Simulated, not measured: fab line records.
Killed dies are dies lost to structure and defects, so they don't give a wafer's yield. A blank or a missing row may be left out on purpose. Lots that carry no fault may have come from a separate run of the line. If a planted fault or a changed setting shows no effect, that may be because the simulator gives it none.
Comparing a struck lot with a sound one | flow sky130 | 17 out of 708 route steps
Sound: wafers L977.2, L977.4, L977.5. Struck: wafers L981.1, L981.3, L981.4. The cause is given at the end.
Each step with rows lists, per side, the tool, then ch with its chambers, then its first start. Under that, the readings that differ: sound wafers | struck wafers | difference of the means | sigmas: that difference in standard deviations of wafers without a fault.
alike: a reading whose means differ by less than 2 such deviations, as well as words and numbers matching on both sides. not compared: withheld readings; readings where some wafer has no value; bounds like >300 that might hide an equal value; numbers whose values overlap and for which the record gives no deviation.
A row with sigmas, a row that says differs or no value, or rows on one side alone: a step with any of these is where the two part. Numbers that have no deviation but don't overlap get no sigmas and don't part them. A reading missing from all wafers of one side parts the sides only when that side holds two or more wafers.

first, 9 steps without rows for these wafers: SKY_CAP2M_CLEAN_17 (cleans in O3/DIW); SKY_METAL4_DEHYDRATE_05 (time 60 s); SKY_METAL4_HMDS_06 (prime time 60 s); SKY_METAL4_COAT_07 (resist thk 60 nm); SKY_METAL4_COAT_08 (resist thk 1140 nm); SKY_METAL4_SOFTBAKE_09 (time 90 s); SKY_METAL4_EXPOSE_10 (exposes mask MM4, target cd 300 nm); SKY_METAL4_PEB_11; SKY_METAL4_DEVELOP_12 (develop time 60 s).
SKY_METAL4_CD_MEAS_13: target cd 300 nm.
  sound on cd_sem-01 at day 44 05:42; struck on cd_sem-01 at day 45 07:38
  alike: cd_nm
SKY_METAL4_OVL_MEAS_14:
  sound on overlay-02 at day 44 05:48; struck on overlay-02 at day 45 07:46
  alike: METAL4_OVL
SKY_METAL4_DESCUM_15: chemistry O2, time 8 s.
  sound on rie_metal-04 ch 0,1, day 44 05:50; struck on rie_metal-04 ch 0,1, day 45 07:48
  alike: chamber_pressure_mTorr, drypump_motor_current_A, oes_product_au
  not compared: rf_hours_counter_h
SKY_METAL4_ETCH_16: etches BARC in N2/H2, stops on SiO2, time 88.2 s, target depth 60 nm.
  sound on rie_metal-04 ch 0,1, day 44 05:52; struck on rie_metal-04 ch 0,1, day 45 07:50
  reading                                       | sound                | struck               | difference | sigmas
  oes_product_au (a.u.)                         | 0.622 0.629 0.629    | 0.956 0.960 0.956    | +0.331     | +72
  run_length_s (s)                              | 116.6 116.6 116.4    | 81.2 81.7 81.5       | -35.1      | -52
  throttle_valve_pct (%)                        | 13.215 13.187 13.204 | 13.254 13.249 13.229 | +0.042     | +5
  model.KrF-thick_of_METAL4_COAT_08.thk_nm (nm) | 1077 1075 1076       | 1092 1094 1089       | +16        |
  model.METAL4.cd_nm (nm)                       | 302.2 300.8 299.7    | 305.4 303.1 303.7    | +3.2       |
  alike: chamber_pressure_mTorr, drypump_motor_current_A
  not compared: rf_hours_counter_h
SKY_METAL4_ETCH_17: etches SiO2 in C4F8/O2/Ar, stops on TiN, time 3.9 s, target depth 15 nm.
  sound on rie_diel-02 ch 0,1,2, day 44 05:58; struck on rie_diel-03 ch 1,3, day 45 07:56
  alike: chamber_pressure_mTorr, oes_product_au
SKY_METAL4_METAL_ETCH_18: etches the open film in Cl2/BCl3, stops on SiO2, target depth 845 nm, time 183.1 s.
  sound on rie_metal-02 ch 0,1, day 44 05:59; struck on rie_metal-02 ch 0,1, day 45 07:58
  alike: chamber_pressure_mTorr, drypump_motor_current_A, oes_product_au, run_length_s, throttle_valve_pct
  not compared: rf_hours_counter_h, model.KrF-thick_of_METAL4_COAT_08.thk_nm, model.METAL4.cd_nm
SKY_METAL4_STRIP_19: strips in O2/N2.
  sound on plasma_asher-01 ch 0,1, day 44 06:10; struck on plasma_asher-04 ch 0,1, day 45 08:08
  alike: chamber_pressure_mTorr, drypump_motor_current_A, oes_product_au, strip_time_to_endpoint_s
  not compared: rf_hours_counter_h
next, for these wafers, 1 step has no rows: SKY_PAD_OPEN_PROBE_99.

## WHERE THEY PART
At SKY_METAL4_ETCH_16 and nowhere else, as far as this record goes. Later steps at which nothing parts them and some readings are alike: SKY_METAL4_ETCH_17, SKY_METAL4_METAL_ETCH_18, SKY_METAL4_STRIP_19.

WHY: whatever the simulator had introduced
Process parameters drifting: rie_metal-04 at SKY_METAL4_ETCH_16, beginning at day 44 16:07. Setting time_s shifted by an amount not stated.
